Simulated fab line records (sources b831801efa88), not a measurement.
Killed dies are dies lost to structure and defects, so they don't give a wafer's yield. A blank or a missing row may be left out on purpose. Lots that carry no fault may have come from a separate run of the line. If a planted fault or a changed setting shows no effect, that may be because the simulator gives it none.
A lot that was struck, set against a sound lot + flow sky130 + 15 out of 708 route steps
Sound: these wafers, L791.1, L791.2, L791.4. The struck wafers were L792.1, L792.3, L792.6. At the end, the cause is stated.
Order at every step that has rows: each side's tool, ch and its chambers, its first start. Under that, the readings that differ: sound wafers + struck wafers + difference of the means + sigmas: that difference in standard deviations of wafers without a fault.
alike: words and numbers the same on both sides, and readings whose means are apart by under 2 such deviations; not compared: readings that were withheld, readings missing a value for some wafer, numbers with overlapping values and no deviation given by the record, and bounds like >300 which may hide the same value.
The two part at a step that has a row with sigmas, a row that says differs or no value, or rows on one side only. Numbers that don't overlap but have no deviation are shown without sigmas and don't part them. A reading that every wafer of one side lacks parts them only if that side has two wafers or more.

first, 3 steps without rows for these wafers: SKY_SONOS_ONO_WET_ETCH_18 (etches Si3N4 in H3PO4, target depth 15 nm, time 172 s); SKY_GATE_OXIDE_CLEAN_00 (cleans in SC1/SC2, time 150 s); SKY_GATE_OXIDE_OXIDATION_01 (stabilise 600 s, purge 300 s, target thk 10.268 nm).
SKY_GATE_OXIDE_THK_MEAS_02:
  sound on film_metro-03, day 18 08:02; struck on film_metro-03, day 18 19:49
  alike: GATE_OXIDE_OXIDATION_00_THK
then, 7 steps without rows for these wafers: SKY_GATE_OXIDE_DEHYDRATE_03 (time 60 s); SKY_GATE_OXIDE_HMDS_04 (prime time 60 s); SKY_GATE_OXIDE_COAT_05 (resist thk 1140 nm); SKY_GATE_OXIDE_SOFTBAKE_06 (time 60 s); SKY_GATE_OXIDE_EXPOSE_07 (exposes mask LVOM, target cd 600 nm); SKY_GATE_OXIDE_PEB_08; SKY_GATE_OXIDE_DEVELOP_09 (develop time 60 s).
SKY_GATE_OXIDE_OVL_MEAS_10:
  sound on overlay-02, day 19 15:10; struck on overlay-01, day 20 01:55
  alike: GATE_OXIDE_OVL
SKY_GATE_OXIDE_IMPLANT_11:
  sound on implanter-03 ch 0, day 19 15:12; struck on implanter-04 ch 0, day 20 01:58
| reading                   | sound                | struck               | difference | sigmas      |
|---------------------------|----------------------|----------------------|------------|-------------|
| beam_energy_keV           | 9.9983 9.9967 9.9974 | 10.918 10.911 10.911 | +0.916     | +99 or more |
| model.implant.rp_nm (nm)  | 33.58 33.58 33.58    | 36.62 36.62 36.62    | +3.04      |             |
| model.implant.drp_nm (nm) | 17.11 17.11 17.11    | 18.2 18.2 18.2       | +1.1       |             |
  alike: beam_on_s, dose_ions_cm2
then, 1 step without rows for these wafers: SKY_GATE_OXIDE_WET_ETCH_12 (etches SiO2 in dHF, target depth 16.8 nm, time 336 s).
-- record jumps: 30 days separate the struck wafers' starts on either side; left off in module GATE_OXIDE, taken up again in module PAD_OPEN, whose first shown step is the route's number 708 --
SKY_PAD_OPEN_PROBE_99:
  sound on prober-01, day 49 19:39; struck on prober-02, day 50 00:56
| reading                                  | sound                   | struck                  | difference | sigmas |
|------------------------------------------|-------------------------|-------------------------|------------|--------|
| model.etest.pfet_01v8_lvt.off_log10_a_um | -8.653 -8.44 -8.744     | -8.345 -8.13 -8.239     | +0.374     |        |
| model.etest.pfet_01v8_lvt.vt_sat_v (V)   | -0.4246 -0.4222 -0.4283 | -0.4033 -0.3964 -0.4018 | +0.0245    |        |
| model.etest.pfet_01v8_lvt.vt_v (V)       | -0.5191 -0.5215 -0.5228 | -0.5026 -0.4982 -0.5053 | +0.0191    |        |
| model.etest.pfet_01v8_lvt.vt_long_v (V)  | -0.638 -0.64 -0.6447    | -0.6267 -0.6245 -0.627  | +0.0148    |        |
  alike: killed_at_M0_to_M3, killed_at_M4_up, killed_at_contacts, killed_at_front_end, killed_at_other, killed_dies, killed_open, killed_short

== WHERE THEY PART ==
SKY_GATE_OXIDE_IMPLANT_11 only, going by this record. Later steps at which nothing parts them and some readings are alike: SKY_PAD_OPEN_PROBE_99.

WHY: the cause the simulator had injected
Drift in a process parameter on implanter-04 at SKY_GATE_OXIDE_IMPLANT_11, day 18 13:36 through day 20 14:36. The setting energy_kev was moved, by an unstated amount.
